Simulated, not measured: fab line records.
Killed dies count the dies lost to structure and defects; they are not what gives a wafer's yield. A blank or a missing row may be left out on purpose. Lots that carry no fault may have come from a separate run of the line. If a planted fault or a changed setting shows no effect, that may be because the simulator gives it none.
The tool behind it: which one? -- flow sky130 -- Sampling: 14 lots, 42 wafers, 2 of 708 route steps

## WHAT THE GAUGES SHOWED, per wafer
SKY_LDD_HVP_TW_MEAS_10. Usual: LDD_HVP_TW 457.3, standard deviation 2.7.
lot,measured,on,LDD_HVP_TW,flag
L980,day 22 12:25,filmMetro-04,454.0 456.1 455.9,
L981,day 23 02:26,filmMetro-04,460.5 458.7 457.4,
L982,day 23 04:24,filmMetro-01,458.4 460.1 457.6,
L983,day 23 09:28,filmMetro-04,456.7 457.5 456.1,
L984,day 23 19:44,filmMetro-04,458.6 458.3 457.8,
L985,day 24 03:36,filmMetro-04,456.0 453.0 457.2,
L987,day 24 22:51,filmMetro-04,455.5 454.6 455.1,
L988,day 24 23:32,filmMetro-03,458.9 460.1 458.0,
L991,day 26 07:02,filmMetro-03,458.5 457.5 456.7,
L992,day 26 15:40,filmMetro-01,459.2 459.1 458.2,
L995,day 27 15:44,filmMetro-04,454.2 450.3 452.4,
L100,day 29 04:53,filmMetro-04,739.3 740.3 745.0,OFF
L102,day 29 20:04,filmMetro-03,748.6 750.6 743.3,OFF
L103,day 30 03:44,filmMetro-03,456.9 459.0 458.7,

## EACH LOT AND THE TOOL THAT RAN IT (in order: tool; ch and the chambers of the sampled wafers; start)
lot,SKY_LDD_HVP_IMPLANT_08
L980,"implanter-04 ch 0, day 22 12:11"
L981,"implanter-04 ch 0, day 23 02:11"
L982,"implanter-03 ch 0, day 23 04:09"
L983,"implanter-04 ch 0, day 23 09:15"
L984,"implanter-03 ch 0, day 23 19:29"
L985,"implanter-03 ch 0, day 24 03:21"
L987,"implanter-03 ch 0, day 24 22:36"
L988,"implanter-03 ch 0, day 24 23:17"
L991,"implanter-02 ch 0, day 26 06:50"
L992,"implanter-04 ch 0, day 26 15:27"
L995,"implanter-04 ch 0, day 27 15:29"
L100,"implanter-03 ch 0, day 29 04:39"
L102,"implanter-03 ch 0, day 29 19:52"
L103,"implanter-04 ch 0, day 30 03:29"
- SKY_LDD_HVP_IMPLANT_08

## AS READ BY THE TOOLS THEMSELVES (means over the sampled wafers that have a number; for cases with no such wafer, the mark the record gives instead)
SKY_LDD_HVP_IMPLANT_08. Usual: beamEnergyKeV 20.000, standard deviation 0.0051; doseIonsCm2 1.7005e+13, standard deviation 2e+10; faradayCurrentUA 96.2, standard deviation 2.
lot,tool,beamEnergyKeV,doseIonsCm2,faradayCurrentUA,flag
L980,implanter-04,20.001,1.7017e+13,96.9,
L981,implanter-04,19.999,1.7008e+13,97.3,
L982,implanter-03,20.002,1.6997e+13,95.5,
L983,implanter-04,20.006,1.7005e+13,96.3,
L984,implanter-03,20.000,1.7026e+13,96.8,
L985,implanter-03,19.995,1.7011e+13,95.8,
L987,implanter-03,20.006,1.6978e+13,96.9,
L988,implanter-03,20.003,1.7018e+13,94.0,
L991,implanter-02,19.990,1.7013e+13,96.9,
L992,implanter-04,20.002,1.7007e+13,95.6,
L995,implanter-04,20.000,1.7042e+13,95.0,
L100,implanter-03,19.993,8.0638e+13,448.3,OFF
L102,implanter-03,20.001,8.0640e+13,457.4,OFF
L103,implanter-04,20.003,1.7007e+13,97.1,

## THE ANSWER, worked out from the rows above alone
Rule: lot off if the mean of its wafers having a number is beyond 3 standard deviations from the usual mean. Also off: a lot with no number at a reading for which 4 or more lots have one. The other lots that the step has rows for count as sound. The gauges are gone through in route order, then the tools' own readings, and for those a lot's mean is taken as printed above. At the first step where some lot is off, the reading lying furthest off is the one used; lots without a number count as furthest.
Off: L100, L102, seen at SKY_LDD_HVP_TW_MEAS_10 (LDD_HVP_TW).
If a tool, at a process step before that reading, ran all the lots that are off and no sound lot after the first of them, it fits. The gauges at SKY_LDD_HVP_TW_MEAS_10 aren't tried: what is off there is off at SKY_LDD_HVP_IMPLANT_08 too, on other tools, and a gauge's error can't cause that. One fits: implanter-03 at SKY_LDD_HVP_IMPLANT_08. A fault onset in the window from L988 (day 24 23:17, its last sound lot) to L100 (day 29 04:39, its first lot off) fits.
The tool's own readings at SKY_LDD_HVP_IMPLANT_08 bear it out: on the lots that are off they differ by more than 5 times the standard deviation of the sound lots' means. doseIonsCm2 reads 8.0639e+13 there against 1.7011e+13 on the sound lots; faradayCurrentUA reads 452.9 there against 96.2 on the sound lots.

## WHAT WAS PUT IN BY THE SIMULATOR
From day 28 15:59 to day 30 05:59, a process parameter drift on implanter-03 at SKY_LDD_HVP_IMPLANT_08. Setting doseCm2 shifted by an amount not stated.
Lots struck among those shown: L100, L102. Same finding as the rule above.
